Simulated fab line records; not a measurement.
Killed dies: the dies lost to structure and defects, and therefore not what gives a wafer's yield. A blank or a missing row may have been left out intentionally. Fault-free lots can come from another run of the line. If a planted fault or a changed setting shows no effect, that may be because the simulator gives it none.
Which tool did it? | flow sky130 | Sampling: 13 lots, 38 wafers, 3 of 708 route steps

## WHAT THE GAUGES READ, wafer by wafer
SKY_VT_ADJUST_LVTN_OVL_MEAS_18.
lot  | measured     | on         | VT_ADJUST_LVTN_01_OVL (nm)
L748 | day 7 20:02  | overlay-01 | -1.9 -1.8 -4.5
L749 | day 8 09:34  | overlay-02 | -0.3 -1.8 -2.0
L752 | day 8 18:11  | overlay-02 | -1.8 -2.5 -1.4
L753 | day 9 08:23  | overlay-02 | -3.0 -0.3 -0.5
L755 | day 9 21:44  | overlay-02 | -2.1 -3.1 -2.3
L754 | day 9 21:50  | overlay-01 | -2.5 -2.4 0.0
L758 | day 10 14:55 | overlay-01 | -0.5 2.2 1.9
L764 | day 12 02:59 | overlay-01 | -0.1 0.3
L766 | day 13 08:48 | overlay-01 | -3.3 -3.2 -1.2
L768 | day 13 11:34 | overlay-02 | -1.8 -0.1 1.3
L769 | day 13 12:45 | overlay-01 | -4.3 -3.7 -2.9
L770 | day 14 01:55 | overlay-01 | -1.0 -0.9 -0.9
L771 | day 14 07:04 | overlay-01 | -2.7 -0.8 -1.1

SKY_LI_CONTACT_CD_MEAS_12: the cd target is 170 nm.
lot  | measured     | on       | cdNm (nm)
L748 | day 29 04:49 | cdSem-01 | 169.7 170.0 169.7
L749 | day 30 00:22 | cdSem-02 | 171.8 172.0 170.9
L752 | day 30 11:23 | cdSem-01 | 168.4 169.1 167.8
L753 | day 31 03:50 | cdSem-01 | 170.3 168.7 169.4
L755 | day 32 00:08 | cdSem-01 | 171.4 170.6 169.8
L754 | day 32 04:01 | cdSem-02 | 172.2 172.9 171.5
L758 | day 32 18:37 | cdSem-02 | 170.8 172.3 171.3
L764 | day 34 11:46 | cdSem-02 | 169.1 170.9
L766 | day 35 18:31 | cdSem-01 | 172.5 172.0 172.3
L768 | day 35 19:31 | cdSem-02 | 171.1 170.4 171.0
L769 | day 35 23:49 | cdSem-01 | 169.8 171.3 170.8
L770 | day 36 08:01 | cdSem-01 | 171.9 170.7 170.6
L771 | day 36 12:46 | cdSem-02 | 170.0 168.9 170.0

SKY_VIA1_OVL_MEAS_13.
lot  | measured     | on         | VIA1_OVL (nm)
L748 | day 34 01:49 | overlay-02 | -8 6 -7
L749 | day 34 20:27 | overlay-02 | -5 6 2
L752 | day 35 07:24 | overlay-02 | -9 -13 -2
L753 | day 35 20:42 | overlay-02 | 2 4 -1
L755 | day 36 17:37 | overlay-02 | -8 -10 -9
L754 | day 36 20:22 | overlay-02 | 1 -4 6
L758 | day 37 10:13 | overlay-02 | 1 4 2
L764 | day 39 02:22 | overlay-01 | 3 -5
L766 | day 40 06:36 | overlay-01 | -1 6 -2
L768 | day 40 08:29 | overlay-02 | 2 6 3
L769 | day 40 13:25 | overlay-02 | -1 3 -12
L770 | day 40 19:35 | overlay-01 | -2 -4 0
L771 | day 41 01:08 | overlay-01 | -7 -6 -6

## EACH LOT AND THE TOOL THAT RAN IT (in order: tool; ch and the chambers of the sampled wafers; start)
Before these readings, the record contains no process step.

## AS READ BY THE TOOLS THEMSELVES (means over the sampled wafers that have a number; for cases with no such wafer, the mark the record gives instead)
The record holds no such reading with a usual standard deviation.

## THE ANSWER, worked out from the rows above alone
Rule: what is usual is taken from the lots themselves. Put in order of their means at a reading, lots are off if they are a third of the lots or fewer, leave a main group of 4 or more, and stand apart from it by a gap of 3 or more times the standard deviation of the main group's means; of several such gaps the widest counts. Not used: any main group whose means are identical at the precision the tables above print for the reading. Also off: a lot with no number at a reading for which 4 or more lots have one. All remaining lots with rows at the step are treated as sound. Order of review: gauges by route order, followed by the tools' own readings, for which a lot's mean as printed above is used. At the first step where some lot is off, the reading lying furthest off is the one used; lots without a number count as furthest.
Across all readings shown, no lot is off: no conclusion can be drawn from this.

## WHAT THE SIMULATOR HAD PUT IN
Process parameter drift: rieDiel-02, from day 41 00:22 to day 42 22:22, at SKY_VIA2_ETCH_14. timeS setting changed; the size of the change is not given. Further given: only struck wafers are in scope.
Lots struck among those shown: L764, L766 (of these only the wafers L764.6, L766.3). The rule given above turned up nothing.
